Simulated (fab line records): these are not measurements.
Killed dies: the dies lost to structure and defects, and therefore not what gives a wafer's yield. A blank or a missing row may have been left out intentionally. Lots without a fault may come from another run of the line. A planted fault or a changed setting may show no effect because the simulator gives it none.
fab line records    flow sky130
[record] lots = 6  wafers = 18  lastDay = 50
route steps=708 shown FIELD_ISO@1 PAD_OPEN@708
lots that met no fault: taken from a fault-free run of the same line
startH: the number of hours between the record's first day and the start of the first shown wafer of the lot    waitH: hours from the lot's prior step to this one    " the same as in the row above    L1.1+2: a single row standing in for several wafers    - value missing, or start not given    * or withheld: withheld    < > ~ a bound
route shown NAME@n: names a module that has steps shown in the file, with the first one's number in the route    usual: the fault-free wafers' mean and standard deviation    same: alike in all rows    chamber/n: place in a boat    sites: the reading at each site    _std_site: standard deviation across them    _edge_site: outer sites' mean less inner sites'    radiusMm: how far each site lies from the wafer's centre    mask NAME#n: copy n    behind: the last tool/chamber to shape the wafer    hold: cause of the lot's hold/its duration in hours/its outcome    device: which transistor (n, p or np) failed to switch    end of line: tests run on the same wafers once the route is complete    step lacking rows: just its recipe    killed: count of dies lost to structure and defects at first sort (not the wafer's yield)    map: a wafer's dies, marking killed ones x, the rest . and places with no die _
set.NAME: setting as actually run; set.NAME@STEP: the setting as run at that earlier step    model.NAME: the simulator's own value behind a step, which no gauge read
a table for each step, a row for each wafer; lots at some steps of the route
services: the hour from which a tool's chamber was out of use, counted from the record's first day as startH (under 0 if before that day), plus the number of hours and why
[[steps]]
[step SKY_FIELD_ISO_BOW_MEAS_00]
[recipe] mode = bow
[usual] INCOMING_BOW = 0/6.3
lot.wafer  tool          chamber  startH  waitH  INCOMING_BOW[um]
L800.1     filmMetro-01  -        10.00   -      11
L800.2     "             -        "       "      -1
L800.3     "             -        "       "      -10
L808.1     filmMetro-01  -        50.00   -      3
L808.2     "             -        "       "      7
L808.5     "             -        "       "      5
L810.1     filmMetro-01  -        60.00   -      1
L810.3     "             -        "       "      1
L810.6     "             -        "       "      13
L811.2     filmMetro-03  -        65.02   -      8
L811.3     "             -        "       "      -6
L811.6     "             -        "       "      2
L821.2     filmMetro-01  -        115.02  -      -5
L821.4     "             -        "       "      -2
L821.5     "             -        "       "      -8
L822.1     filmMetro-03  -        120.00  -      -4
L822.4     "             -        "       "      3
L822.5     "             -        "       "      -4
[step SKY_FIELD_ISO_OXIDATION_01]
[recipe] tempC = 900  ambient = O2  stabiliseS = 600  purgeS = 300  targetThkA = 120  oxTimeS = 1843
[step SKY_FIELD_ISO_THK_MEAS_02]
[recipe] reads = SiO2_of_FIELD_ISO_OXIDATION_01
[usual] FIELD_ISO_OXIDATION_00_THK = 11.90/0.26
lot.wafer  tool          chamber  startH  waitH  FIELD_ISO_OXIDATION_00_THK[nm]
L800.1     filmMetro-04  -        12.33   0.0    12.15
L800.2     "             -        "       "      12.09
L800.3     "             -        "       "      11.99
L808.1     filmMetro-01  -        51.63   0.0    11.70
L808.2     "             -        "       "      11.89
L808.5     "             -        "       "      11.98
L810.1     filmMetro-03  -        61.68   0.0    11.80
L810.3     "             -        "       "      11.94
L810.6     "             -        "       "      11.81
L811.2     filmMetro-04  -        67.08   0.0    12.02
L811.3     "             -        "       "      12.05
L811.6     "             -        "       "      11.88
L821.2     filmMetro-04  -        118.01  0.0    12.32
L821.4     "             -        "       "      12.25
L821.5     "             -        "       "      12.40
L822.1     filmMetro-04  -        123.43  0.0    12.24
L822.4     "             -        "       "      12.42
L822.5     "             -        "       "      11.93
[step SKY_FIELD_ISO_CVD_03]
[recipe] material = Si3N4  precursor = DCS/NH3  targetThkNm = 165  tempC = 770  timeS = 2830  pressureMtorr = 250
[step SKY_FIELD_ISO_THK_MEAS_04]
[recipe] reads = Si3N4_of_FIELD_ISO_CVD_03
[usual] FIELD_ISO_CVD_03_THK = 164.9/1.7
lot.wafer  tool          chamber  startH  waitH  FIELD_ISO_CVD_03_THK[nm]
L800.1     filmMetro-04  -        14.18   0.0    163.1
L800.2     "             -        "       "      164.8
L800.3     "             -        "       "      164.4
L808.1     filmMetro-01  -        54.97   0.0    167.9
L808.2     "             -        "       "      166.3
L808.5     "             -        "       "      166.4
L810.1     filmMetro-01  -        63.52   0.0    164.0
L810.3     "             -        "       "      164.1
L810.6     "             -        "       "      164.0
L811.2     filmMetro-01  -        68.92   0.0    166.6
L811.3     "             -        "       "      164.9
L811.6     "             -        "       "      164.9
L821.2     filmMetro-04  -        119.85  0.0    168.1
L821.4     "             -        "       "      167.6
L821.5     "             -        "       "      167.0
L822.1     filmMetro-01  -        125.28  0.0    166.6
L822.4     "             -        "       "      164.7
L822.5     "             -        "       "      165.3
[step SKY_FIELD_ISO_DEHYDRATE_05]
[recipe] tempC = 200  timeS = 60
[step SKY_FIELD_ISO_HMDS_06]
[recipe] primeTimeS = 60  primeTempC = 120
[step SKY_FIELD_ISO_COAT_07]
[recipe] resist = BARC  tempC = withheld  timeS = withheld  spinRpm = 3000  resistThkNm = 60
[step SKY_FIELD_ISO_COAT_08]
[recipe] resist = KrF-thick  spinRpm = 3000  resistThkNm = 450
lot.wafer  tool           chamber  startH  waitH  model.KrF-thick_of_FIELD_ISO_COAT_08.thkNm
L800.1     lithoTrack-01  0        22      -      453.2
L800.2     "              0        "       "      452.4
L800.3     "              0        "       "      450.9
L808.1     lithoTrack-02  0        62      -      449.4
L808.2     "              0        "       "      448.9
L808.5     "              0        "       "      449.3
L810.1     lithoTrack-02  0        71      -      478.8
L810.3     "              0        "       "      478.9
L810.6     "              0        "       "      479.1
L811.2     lithoTrack-02  0        76      -      481.9
L811.3     "              0        "       "      481
L811.6     "              0        "       "      480.4
L821.2     lithoTrack-01  0        129     -      449.1
L821.4     "              0        "       "      448.6
L821.5     "              0        "       "      447.2
L822.1     lithoTrack-04  0        134     -      451.9
L822.4     "              0        "       "      452.6
L822.5     "              0        "       "      451.3
[step SKY_FIELD_ISO_SOFTBAKE_09]
[recipe] tempC = 100  timeS = 90  resist = KrF-thick
[step SKY_FIELD_ISO_EXPOSE_10]
[recipe] maskId = FOM  na = 0.68  sourceShape = annular  sigmaInner = 0.4  sigmaOuter = 0.8  targetCdNm = 150  doseMj = 28
[step SKY_FIELD_ISO_PEB_11]
[recipe] pebTempC = withheld  pebTimeS = withheld  resist = KrF-thick
[step SKY_FIELD_ISO_DEVELOP_12]
[recipe] developTimeS = 60  resist = KrF-thick  devTempC = 21
[step SKY_FIELD_ISO_CD_MEAS_13]
[recipe] targetCdNm = 150
[usual] cdNm = 150.4/1.7
lot.wafer  tool      chamber  startH  waitH  cdNm
L800.1     cdSem-02  -        28.88   -      150.4
L800.2     "         -        "       "      149.9
L800.3     "         -        "       "      149.4
L808.1     cdSem-01  -        70.84   -      151.6
L808.2     "         -        "       "      151.7
L808.5     "         -        "       "      150.4
L810.1     cdSem-01  -        80.04   -      149.1
L810.3     "         -        "       "      149.6
L810.6     "         -        "       "      147.8
L811.2     cdSem-01  -        85.41   -      154.1
L811.3     "         -        "       "      153.7
L811.6     "         -        "       "      153.4
L821.2     cdSem-02  -        138.63  -      149.8
L821.4     "         -        "       "      151.6
L821.5     "         -        "       "      149.8
L822.1     cdSem-02  -        144.44  -      151.1
L822.4     "         -        "       "      151.5
L822.5     "         -        "       "      150.5
[step SKY_FIELD_ISO_ETCH_14]
[recipe] chemistry = N2/H2  target = BARC  ionEnergyEv = 200  sourceW = 500  biasW = 100  pressureMtorr = 30  n2FlowSccm = 100  h2FlowSccm = 200  stopOn = SiO2  timeS = 45.9  targetDepthA = 600
[usual] drypumpMotorCurrentA = 5.4/0.39  oesProductAu = 0.854/0.0052  throttleValvePct = 13.225/0.0083
lot.wafer  tool        chamber  startH  waitH  drypumpMotorCurrentA  oesProductAu  rfHoursCounterH  throttleValvePct
L800.1     rieDiel-03  0        29.00   0.1    4.8                   0.857         65               13.223
L800.2     "           3        "       "      5.3                   0.856         0                13.230
L800.3     "           2        "       "      5.1                   0.856         10               13.211
L808.1     rieDiel-03  2        70.96   0.1    5.1                   0.858         11               13.221
L808.2     "           3        "       "      5.3                   0.863         1                13.206
L808.5     "           2        "       "      5.1                   0.855         -                13.226
L810.1     rieDiel-02  3        80.16   0.1    5.6                   0.857         98               13.233
L810.3     "           2        "       "      5.3                   0.852         3                13.235
L810.6     "           2        "       "      5.3                   0.856         -                13.218
L811.2     rieDiel-01  3        85.51   0.1    5.9                   0.857         142              13.225
L811.3     "           0        "       "      5.8                   0.840         61               13.240
L811.6     "           1        "       "      5.1                   0.854         -                13.224
L821.2     rieDiel-01  0        138.73  0.1    5.8                   0.858         63               13.239
L821.4     "           1        "       "      5.1                   0.858         28               13.217
L821.5     "           3        "       "      5.9                   0.849         -                13.241
L822.1     rieDiel-02  0        144.56  0.1    5.1                   0.848         48               13.226
L822.4     "           2        "       "      5.3                   0.857         5                13.222
L822.5     "           1        "       "      6.1                   0.851         -                13.220
[step SKY_FIELD_ISO_ETCH_15]
[recipe] chemistry = CHF3/O2  targetDepthNm = 180  stopOn = Si  sourceW = 600  biasW = 200  pressureMtorr = 40  chf3FlowSccm = 50  O2_flow_sccm = 5  timeS = 72
[usual] O2_flow_sccm = 5.000/0.015  drypumpMotorCurrentA = 5.4/0.39  oesProductAu = 0.945/0.0073  throttleValvePct = 8.844/0.0099
lot.wafer  tool        chamber  startH  waitH  O2_flow_sccm  drypumpMotorCurrentA  oesProductAu  rfHoursCounterH  throttleValvePct  model.KrF-thick_of_FIELD_ISO_COAT_08.thkNm
L800.1     rieDiel-03  0        29.04   0.0    5.013         4.8                   0.941         65               8.830             237.2
L800.2     "           3        "       "      4.998         5.2                   0.940         0                8.856             241.3
L800.3     "           2        "       "      5.012         5.1                   0.944         10               8.849             235
L808.1     rieDiel-03  2        71.00   0.0    4.990         5.1                   0.960         11               8.845             231.9
L808.2     "           3        "       "      5.012         5.3                   0.949         1                8.856             236.4
L808.5     "           2        "       "      4.992         5.1                   0.951         -                8.846             231.6
L810.1     rieDiel-02  3        80.20   0.0    5.013         5.5                   0.950         98               8.838             264.8
L810.3     "           2        "       "      4.999         5.3                   0.948         3                8.828             265.6
L810.6     "           2        "       "      5.005         5.3                   0.947         -                8.831             265.5
L811.2     rieDiel-01  3        85.55   0.0    4.985         5.9                   0.949         142              8.836             268.6
L811.3     "           0        "       "      4.983         5.8                   0.940         62               8.826             268.7
L811.6     "           1        "       "      4.985         5.1                   0.951         -                8.851             269.8
L821.2     rieDiel-01  0        138.77  0.0    4.963         5.8                   0.952         63               8.852             236.2
L821.4     "           1        "       "      4.998         5.1                   0.959         28               8.841             236.1
L821.5     "           3        "       "      5.000         5.9                   0.957         -                8.828             234.6
L822.1     rieDiel-02  0        144.60  0.0    5.013         5.1                   0.949         48               8.843             239.7
L822.4     "           2        "       "      5.026         5.3                   0.945         5                8.852             239.3
L822.5     "           1        "       "      5.027         6.0                   0.936         -                8.851             235.3
[step SKY_FIELD_ISO_STRIP_16]
[recipe] chemistry = O2/N2  powerW = 1400  pressureMtorr = 1500  platenTempC = withheld  o2FlowSccm = 3000  n2FlowSccm = 300  overashFraction = 0.5
[usual] drypumpMotorCurrentA = 5.76/0.24  oesProductAu = 0.378/0.0046  stripTimeToEndpointS = 3.546/0.028
lot.wafer  tool            chamber  startH  waitH  drypumpMotorCurrentA  oesProductAu  rfHoursCounterH  stripTimeToEndpointS
L800.1     plasmaAsher-01  1        29.10   0.0    5.88                  0.383         22               3.564
L800.2     "               0        "       "      5.61                  0.384         22               3.596
L800.3     "               0        "       "      5.61                  0.375         -                3.538
L808.1     plasmaAsher-04  1        71.06   0.0    6.09                  0.377         36               3.494
L808.2     "               0        "       "      5.55                  0.371         36               3.569
L808.5     "               0        "       "      5.52                  0.373         -                3.502
L810.1     plasmaAsher-01  1        80.26   0.0    5.86                  0.393         27               3.856
L810.3     "               0        "       "      5.62                  0.389         -                3.847
L810.6     "               0        "       "      5.59                  0.383         -                3.851
L811.2     plasmaAsher-01  1        85.61   0.0    5.85                  0.389         28               3.883
L811.3     "               0        "       "      5.58                  0.386         -                3.883
L811.6     "               0        "       "      5.60                  0.400         -                3.903
L821.2     plasmaAsher-01  0        138.82  0.0    5.59                  0.381         33               3.524
L821.4     "               1        "       "      5.85                  0.381         -                3.554
L821.5     "               0        "       "      5.58                  0.370         -                3.534
L822.1     plasmaAsher-04  0        144.66  0.0    5.58                  0.385         2                3.574
L822.4     "               1        "       "      6.10                  0.380         -                3.579
L822.5     "               1        "       "      6.09                  0.377         -                3.538
[step SKY_FIELD_ISO_ETCH_17]
[recipe] targetDepthA = 3420  maskMaterial = Si3N4  chemistry = HBr/Cl2/O2  target = Si  taperDeg = 5  icpW = 600  biasW = 150  pressureMtorr = 15  HBr_flow_sccm = 150  Cl2_flow_sccm = 40  O2_flow_sccm = 6  timeS = 97.7
[usual] O2_flow_sccm = 5.999/0.018  drypumpMotorCurrentA = 5.6/0.48  oesProductAu = 0.995/0.0073  throttleValvePct = 25.661/0.01
lot.wafer  tool      chamber  startH  waitH  O2_flow_sccm  drypumpMotorCurrentA  oesProductAu  rfHoursCounterH  throttleValvePct
L800.1     rieSi-02  2        29.20   0.1    6.017         6.0                   1.003         97               25.658
L800.2     "         3        "       "      5.998         4.8                   1.001         56               25.660
L800.3     "         0        "       "      6.008         5.9                   1.008         1                25.652
L808.1     rieSi-01  2        71.16   0.1    5.988         6.3                   0.993         23               25.677
L808.2     "         3        "       "      5.999         5.2                   0.987         1                25.660
L808.5     "         2        "       "      5.965         6.3                   0.997         -                25.675
L810.1     rieSi-01  1        80.36   0.1    5.985         5.8                   0.991         118              25.675
L810.3     "         0        "       "      6.012         5.8                   0.997         4                25.664
L810.6     "         2        "       "      5.980         6.3                   1.000         -                25.674
L811.2     rieSi-02  2        85.71   0.1    5.992         6.0                   1.001         98               25.659
L811.3     "         0        "       "      6.002         5.8                   0.984         1                25.674
L811.6     "         0        "       "      5.999         5.8                   0.984         -                25.665
L821.2     rieSi-01  1        138.92  0.1    5.986         5.8                   0.989         119              25.660
L821.4     "         3        "       "      5.982         5.2                   1.000         1                25.654
L821.5     "         3        "       "      5.993         5.2                   0.993         -                25.667
L822.1     rieSi-02  3        144.76  0.1    6.010         4.7                   0.995         57               25.669
L822.4     "         2        "       "      6.000         6.0                   0.993         98               25.663
L822.5     "         3        "       "      6.004         4.7                   0.987         -                25.655
[step SKY_PAD_OPEN_PROBE_99]
[usual] killed_at_M0_to_M3 = 43/6.4  killed_at_M4_up = 3.1/2  killedAtContacts = 24/5.2  killedAtFrontEnd = 15/4.3  killedAtOther = 0.2/0.48  killedDies = 85/9.7  killedOpen = 47/6.9  killedShort = 38/6.7
[same] grossDies = 492  killedAtBackSide = 0
lot.wafer  tool       chamber  startH   waitH  killed_at_M0_to_M3  killed_at_M4_up  killedAtContacts  killedAtFrontEnd  killedAtOther  killedDies  killedOpen  killedShort
L808.1     prober-02  -        1139.04  0.1    37                  4                20                11                0              72          41          31
L808.2     prober-02  -        1139.09  0.1    44                  1                33                17                1              96          53          43
L808.5     prober-02  -        1139.24  0.2    44                  4                32                19                0              99          58          41
L810.1     prober-01  -        1141.66  0.1    36                  2                37                10                0              85          50          35
L810.3     prober-01  -        1141.76  0.2    44                  1                31                16                0              92          44          48
L810.6     prober-01  -        1141.91  0.2    44                  3                29                13                2              91          41          50
L811.2     prober-01  -        1144.30  0.1    42                  4                15                10                0              71          36          35
L811.3     prober-01  -        1144.35  0.2    48                  4                27                14                0              93          44          49
L811.6     prober-01  -        1144.50  0.2    31                  5                21                10                0              67          36          31
L822.1     prober-02  -        1207.36  0.1    45                  3                33                21                0              102         60          42
L822.4     prober-02  -        1207.51  0.2    39                  2                35                13                0              89          51          38
L822.5     prober-02  -        1207.56  0.2    48                  3                24                12                1              88          49          39
// killed by level:class
L808.1 VIA1:geometricParticle:open=13 LI_CONTACT:geometricParticle:open=8 METAL4:geometricParticle:short=4 CONTACT:geometricParticle:short=4 CONTACT:geometricParticle:open=4 METAL1:geometricParticle:short=4 POLY_GATE:geometricParticle:open=3 POLY_GATE:geometricParticle:short=3
L808.2 VIA1:geometricParticle:open=19 CONTACT:geometricParticle:open=12 LI_CONTACT:geometricParticle:open=9 CONTACT:geometricParticle:short=7 FIELD_ISO:geometricParticle:open=6 VIA1:geometricParticle:short=6 METAL1:geometricParticle:short=6 FIELD_ISO:geometricParticle:short=4
L808.5 VIA1:geometricParticle:open=17 VIA2:geometricParticle:open=10 CONTACT:geometricParticle:open=8 LI_CONTACT:geometricParticle:open=7 CONTACT:geometricParticle:short=7 POLY_GATE:geometricParticle:short=6 LOCAL_INTERCONNECT:geometricParticle:short=6 FIELD_ISO:geometricParticle:short=5
L810.1 CONTACT:geometricParticle:open=11 LI_CONTACT:geometricParticle:open=9 LOCAL_INTERCONNECT:geometricParticle:short=7 METAL2:geometricParticle:short=6 FIELD_ISO:geometricParticle:open=5 VIA1:geometricParticle:open=5 VIA2:geometricParticle:open=5 VIA3:geometricParticle:open=5
L810.3 LI_CONTACT:geometricParticle:open=10 VIA1:geometricParticle:open=8 CONTACT:geometricParticle:open=7 VIA1:geometricParticle:short=7 METAL1:geometricParticle:short=6 METAL2:geometricParticle:short=6 VIA2:geometricParticle:open=6 FIELD_ISO:geometricParticle:short=5
L810.6 VIA1:geometricParticle:short=11 VIA1:geometricParticle:open=10 LI_CONTACT:geometricParticle:open=10 CONTACT:geometricParticle:open=8 METAL1:geometricParticle:short=7 CONTACT:geometricParticle:short=5 LOCAL_INTERCONNECT:geometricParticle:short=4 FIELD_ISO:geometricParticle:open=3
L811.2 VIA1:geometricParticle:open=11 METAL2:geometricParticle:short=9 VIA1:geometricParticle:short=7 LI_CONTACT:geometricParticle:open=5 CONTACT:geometricParticle:open=5 POLY_GATE:geometricParticle:short=3 VIA2:geometricParticle:open=3 VIA3:geometricParticle:open=3
L811.3 VIA1:geometricParticle:open=16 LI_CONTACT:geometricParticle:open=7 LI_CONTACT:geometricParticle:short=6 CONTACT:geometricParticle:open=6 VIA1:geometricParticle:short=6 VIA2:geometricParticle:open=6 POLY_GATE:geometricParticle:short=5 LOCAL_INTERCONNECT:geometricParticle:short=5
L811.6 LI_CONTACT:geometricParticle:open=10 VIA1:geometricParticle:open=9 CONTACT:geometricParticle:short=6 METAL2:geometricParticle:short=5 METAL4:geometricParticle:short=5 FIELD_ISO:geometricParticle:short=4 FIELD_ISO:geometricParticle:open=4 CONTACT:geometricParticle:open=4
L822.1 LI_CONTACT:geometricParticle:open=13 CONTACT:geometricParticle:open=12 VIA1:geometricParticle:open=11 POLY_GATE:geometricParticle:open=8 VIA1:geometricParticle:short=7 FIELD_ISO:geometricParticle:short=6 VIA2:geometricParticle:open=6 VIA3:geometricParticle:open=6
L822.4 CONTACT:geometricParticle:open=11 LI_CONTACT:geometricParticle:open=9 CONTACT:geometricParticle:short=9 VIA1:geometricParticle:open=9 VIA2:geometricParticle:open=7 METAL2:geometricParticle:short=5 VIA3:geometricParticle:open=5 FIELD_ISO:geometricParticle:open=4
L822.5 VIA3:geometricParticle:open=10 VIA2:geometricParticle:open=9 LI_CONTACT:geometricParticle:open=7 CONTACT:geometricParticle:open=7 VIA1:geometricParticle:open=6 METAL1:geometricParticle:short=5 VIA1:geometricParticle:short=5 FIELD_ISO:geometricParticle:open=4
[[services]]
tool            chamber  startH  hours  kind
rieDiel-03      3        17.72   3.1    repair
rieDiel-03      -        28.72   0.2    repair
rieDiel-03      -        29.39   0.2    repair
rieDiel-02      -        62.41   0.6    repair
rieDiel-02      0        73.30   9.3    repair
rieSi-02        3        78.45   1.5    repair
rieDiel-02      0        95.09   2.8    repair
rieDiel-01      3        98.56   17.2   repair
rieDiel-01      1        105.52  10.4   repair
plasmaAsher-04  -        108.75  9.0    pm
plasmaAsher-04  0        108.75  9.0    ventCycle
plasmaAsher-04  1        108.75  9.0    ventCycle
plasmaAsher-04  0        117.75  -      clean
plasmaAsher-04  1        117.75  -      clean
rieDiel-03      3        118.18  7.9    repair
[[key]]
[firstSign] step = SKY_FIELD_ISO_STRIP_16  reading = stripTimeToEndpointS  direction = up  sigmas = 12  usual = *  struck = *
[effect] step = SKY_FIELD_ISO_STRIP_16  reading = oesProductAu  direction = up  sigmas = 2.6  usual = 0.378  struck = 0.390
[modelEffect] step = SKY_FIELD_ISO_COAT_08  value = KrF-thick_of_FIELD_ISO_COAT_08.thkNm  without = 449.2  struck = 480
[modelEffect] step = SKY_FIELD_ISO_ETCH_15  value = KrF-thick_of_FIELD_ISO_COAT_08.thkNm  without = 236.4  struck = 267.2
metAt SKY_FIELD_ISO_COAT_08
struckWafers L810.1,L810.3,L810.6,L811.2,L811.3,L811.6
testerLeftOut L810,L811
onsetBetween 62 71
[fault] kind = processParameterDrift  tool = lithoTrack-02  chamber = -  onsetH = 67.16  steps = SKY_FIELD_ISO_COAT_08  channel = resistThkNm  offset = 30.835  shape = step  endH = 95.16  actsIn = theseRecipesOnly  stated = 450
// testerLeftOut: of these lots the tester's yield and bins aren't shown, on N5 and GAA mostly nor the transistor test; their killed dies are dies lost to structure and defects alone, not to doping, threshold or leakage, so they don't give the yield
